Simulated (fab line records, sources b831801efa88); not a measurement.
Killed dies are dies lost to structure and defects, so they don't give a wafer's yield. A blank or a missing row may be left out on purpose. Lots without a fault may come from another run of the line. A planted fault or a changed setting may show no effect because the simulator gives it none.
fab line records | flow gf180mcu | part 2 of 2: steps 27 to 35 of 35
record lots=5 wafers=15 last_day=34
route steps=602 shown V3@442 M4@456 V4@476
lots that met no fault: from a run of the same line without faults
start_h: hours from the record's first day to the start of the lot's first wafer shown | wait_h: hours since the lot's step before | " the same as in the row above | L1.1+2: a row that stands for several wafers | - no value, or no start given | * or withheld: withheld | < > ~ a bound
route shown NAME@n: a module of which the file shows steps, and the number in the route of the first | usual: mean/standard deviation of fault-free wafers | same: alike in all rows | chamber/n: place in a boat | sites: the reading at each site | _std_site: their standard deviation | _edge_site: outer sites' mean less inner sites' | radius_mm: how far each site lies from the wafer's centre | mask NAME#n: copy n | behind: the tool/chamber that last shaped the wafer | hold: why the lot was held/for how many hours/how that ended | device: the transistor (n, p or np) that didn't switch | end of line: the same wafers' tests at the end of the route | a step without rows: its recipe alone | killed: dies lost to structure and defects at the first sort, not the wafer's yield | map: a wafer's dies, x killed, . not, _ none there
set.NAME: the setting as run; set.NAME@STEP: as run at that earlier step | model.NAME: the simulator's own value behind a step, which no gauge read
lots at some steps of the route; a table a step, a row a wafer
services: from which hour (start_h, from the record's first day; less than 0 if before it) a tool's chamber was out of use, for how many hours, and why
## steps
# step GF_M4_PEB_12
# recipe peb_temp_c=135 peb_time_s=90 resist=KrF
# usual plate_temp_C=135.00/0.13
# same peb_time_s=90
# columns lot.wafer tool chamber start_h wait_h plate_temp_C
L079.1 litho_track-01 0 - - 135.04
L079.2 " 0 " " 135.26
L079.4 " 0 " " 135.05
L086.3 litho_track-01 0 - - 134.79
L086.4 " 0 " " 135.15
L086.6 " 0 " " 134.76
L087.2 litho_track-04 0 - - 134.99
L087.3 " 0 " " 135.12
L087.6 " 0 " " 135.09
L090.1 litho_track-04 0 - - 135.00
L090.4 " 0 " " 135.06
L090.5 " 0 " " 135.01
L096.1 litho_track-02 0 - - 134.95
L096.5 " 0 " " 134.85
L096.6 " 0 " " 135.03
# step GF_M4_DEVELOP_13
# recipe develop_time_s=58.4 dev_temp_c=21
# columns lot.wafer tool chamber start_h wait_h
L079.1+2+4 litho_track-01 0 581.98 0.2
L086.3+4+6 litho_track-01 0 639.53 0.1
L087.2+3+6 litho_track-04 0 644.65 0.2
L090.1+4+5 litho_track-04 0 665.27 0.2
L096.1+5+6 litho_track-02 0 702.11 0.2
# step GF_M4_CD_MEAS_14
# recipe target_cd_nm=280
# usual cd_nm=280.1/1.1
# columns lot.wafer tool chamber start_h wait_h cd_nm
L079.1 cd_sem-01 - 582.13 0.1 278.7
L079.2 " - " " 278.7
L079.4 " - " " 279.7
L086.3 cd_sem-02 - 639.67 0.1 279.6
L086.4 " - " " 279.4
L086.6 " - " " 281.1
L087.2 cd_sem-01 - 644.79 0.1 281.1
L087.3 " - " " 282.1
L087.6 " - " " 281.4
L090.1 cd_sem-02 - 665.42 0.1 280.1
L090.4 " - " " 279.8
L090.5 " - " " 280.2
L096.1 cd_sem-01 - 702.26 0.1 280.6
L096.5 " - " " 279.7
L096.6 " - " " 279.3
# step GF_M4_OVL_MEAS_15
# usual M4_OVL=0/5.2
# columns lot.wafer tool chamber start_h wait_h M4_OVL[nm]
L079.1 overlay-01 - 582.25 0.1 -1
L079.2 " - " " -5
L079.4 " - " " 3
L086.3 overlay-01 - 639.77 0.1 2
L086.4 " - " " -1
L086.6 " - " " -8
L087.2 overlay-01 - 644.90 0.1 -1
L087.3 " - " " 0
L087.6 " - " " 4
L090.1 overlay-01 - 665.54 0.1 -1
L090.4 " - " " -1
L090.5 " - " " 0
L096.1 overlay-02 - 702.38 0.1 -2
L096.5 " - " " 0
L096.6 " - " " 4
# step GF_M4_METAL_ETCH_16
# recipe chemistry=Cl2/BCl3 mask_material=KrF target_depth_nm=750.8 stop_on=SiO2 pressure_mtorr=8 icp_w=800 bias_w=140 Cl2_flow_sccm=80 bcl3_flow_sccm=40 time_s=125.1
# usual bcl3_flow_sccm=39.99/0.11 drypump_motor_current_A=5.5/0.3 mfc_cl2_sccm=80.04/0.27 oes_product_au=0.991/0.0048 throttle_valve_pct=28.230/0.0092
# columns lot.wafer tool chamber start_h wait_h bcl3_flow_sccm drypump_motor_current_A mfc_cl2_sccm oes_product_au rf_hours_counter_h throttle_valve_pct
L079.1 rie_metal-04 0 582.29 0.0 40.01 5.8 79.50 0.990 0 28.227
L079.2 " 1 " " 39.92 5.4 80.26 0.988 7 28.224
L079.4 " 0 " " 39.94 5.7 79.77 0.993 - 28.210
L086.3 rie_metal-03 1 639.83 0.1 39.94 5.4 80.27 0.991 - 28.241
L086.4 " 0 " " 39.90 4.9 79.88 0.986 - 28.228
L086.6 " 1 " " 39.90 5.4 80.38 1.000 - 28.220
L087.2 rie_metal-02 1 644.93 0.0 39.99 5.8 80.70 0.991 6 28.234
L087.3 " 1 " " 39.98 5.8 80.20 0.993 - 28.234
L087.6 " 1 " " 40.06 5.8 80.49 0.988 - 28.222
L090.1 rie_metal-02 0 665.58 0.0 40.03 5.2 79.55 0.986 11 28.233
L090.4 " 1 " " 40.16 5.9 79.61 0.985 - 28.227
L090.5 " 0 " " 40.01 5.3 79.95 0.993 - 28.235
L096.1 rie_metal-02 0 702.42 0.0 39.97 5.2 80.01 0.994 12 28.242
L096.5 " 1 " " 40.03 5.9 80.15 0.997 - 28.231
L096.6 " 0 " " 39.99 5.2 79.66 0.994 - 28.229
# step GF_M4_STRIP_17
# recipe chemistry=O2/N2 power_w=1400 pressure_mtorr=1500 platen_temp_c=250 o2_flow_sccm=3000 n2_flow_sccm=300 overash_fraction=0.5
# usual drypump_motor_current_A=5.67/0.25 heater_power_w=368/24 oes_product_au=0.537/0.0047 platen_temp_c=250.05/0.18 strip_time_to_endpoint_s=7.38/0.048
# columns lot.wafer tool chamber start_h wait_h drypump_motor_current_A heater_power_w oes_product_au platen_temp_c rf_hours_counter_h strip_time_to_endpoint_s
L079.1 plasma_asher-03 0 582.42 0.1 5.62 366 0.537 250.26 99 7.36
L079.2 " 1 " " 6.10 360 0.539 250.05 99 7.42
L079.4 " 1 " " 6.06 356 0.533 250.42 - 7.32
L086.3 plasma_asher-04 1 639.95 0.1 5.58 360 0.534 250.18 - 7.39
L086.4 " 0 " " 5.70 399 0.541 249.90 - 7.43
L086.6 " 0 " " 5.69 414 0.535 249.84 - 7.45
L087.2 plasma_asher-04 1 645.06 0.1 5.57 367 0.540 250.04 54 7.37
L087.3 " 0 " " 5.70 416 0.542 249.75 - 7.35
L087.6 " 0 " " 5.73 410 0.540 249.90 - 7.38
L090.1 plasma_asher-03 1 665.71 0.1 6.07 354 0.532 250.27 108 7.40
L090.4 " 0 " " 5.61 361 0.533 250.05 - 7.40
L090.5 " 1 " " 6.05 358 0.534 250.19 - 7.43
L096.1 plasma_asher-04 0 702.55 0.1 5.70 410 0.531 250.28 60 7.35
L096.5 " 0 " " 5.70 415 0.533 249.95 - 7.30
L096.6 " 1 " " 5.60 355 0.543 250.06 - 7.33
# step GF_M4_STRIP_18
# recipe chemistry=post_etch_residue_remover time_s=1200 temp_c=72.5
# usual bath_guard_temp_C=72.3/0.61 temp_c=72.50/0.12
# columns lot.wafer tool chamber start_h wait_h bath_guard_temp_C temp_c
L079.1 wet_bench-04 2 582.52 0.1 72.5 72.39
L079.2 " 2 " " 72.6 72.57
L079.4 " 2 " " 72.6 72.57
L086.3 wet_bench-04 0 640.02 0.0 71.8 72.52
L086.4 " 0 " " 71.6 72.52
L086.6 " 0 " " 71.9 72.57
L087.2 wet_bench-04 0 645.16 0.1 71.9 72.55
L087.3 " 0 " " 71.8 72.60
L087.6 " 0 " " 71.8 72.79
L090.1 wet_bench-01 0 665.81 0.1 72.5 72.37
L090.4 " 0 " " 72.3 72.49
L090.5 " 0 " " 72.7 72.28
L096.1 wet_bench-01 3 702.65 0.1 70.8 72.42
L096.5 " 3 " " 71.0 72.58
L096.6 " 3 " " 71.2 72.68
# step GF_M4_CLEAN_19
# recipe chemistry=DIW dry=n2_spin
# columns lot.wafer tool chamber start_h wait_h
L079.1+2+4 wet_bench-03 2 582.86 0.0
L086.3+4+6 wet_bench-01 0 640.36 0.0
L087.2+3+6 wet_bench-01 0 645.50 0.0
L090.1+4+5 wet_bench-04 2 666.15 0.0
L096.1+5+6 wet_bench-03 2 702.99 0.0
# step GF_V4_CVD_00
# recipe material=SiO2 target_thk_nm=600 sigma_open_frac=0.3 temp_c=400 time_s=100 sih4_flow_sccm=60 pressure_mtorr=6
# columns lot.wafer tool chamber start_h wait_h
L079.1+2+4 hdpcvd-01 1,0,1 582.95 0.0
L086.3+4+6 hdpcvd-02 0,0,1 640.45 0.0
L087.2+3+6 hdpcvd-02 1,2,0 645.60 0.0
L090.1+4+5 hdpcvd-01 0,1,0 666.24 0.0
L096.1+5+6 hdpcvd-01 2,2,1 703.08 0.0
## services
# columns tool chamber start_h hours kind
cvd_w-01 - 536.11 1.2 repair
hdpcvd-01 - 539.25 15.0 pm
pvd_sputter-03 - 541.15 1.8 repair
cvd_w-01 1 549.05 6.4 repair
rie_diel-01 - 550.59 4.3 pm
plasma_asher-04 - 550.89 5.8 repair
cmp-01 - 553.33 1.5 repair
plasma_asher-03 - 584.77 1.7 repair
krf_scanner-02 - 585.49 6.2 repair
hdpcvd-01 2 594.15 2.6 repair
krf_scanner-02 - 598.26 0.8 pm
pvd_sputter-01 - 606.81 4.5 repair
rie_diel-01 - 611.24 0.2 repair
krf_scanner-02 - 614.85 1.0 pm
pvd_sputter-02 - 626.89 1.2 repair
pvd_sputter-01 - 631.56 5.4 repair
krf_scanner-02 - 633.90 1.3 pm
pvd_sputter-04 - 643.78 1.3 repair
rie_diel-01 1 651.83 9.3 repair
pvd_sputter-03 - 656.19 1.0 repair
rie_metal-02 - 656.23 4.3 pm
wet_bench-01 - 680.53 0.9 repair
cmp-01 - 692.55 1.7 repair
rie_diel-03 - 696.77 0.6 repair
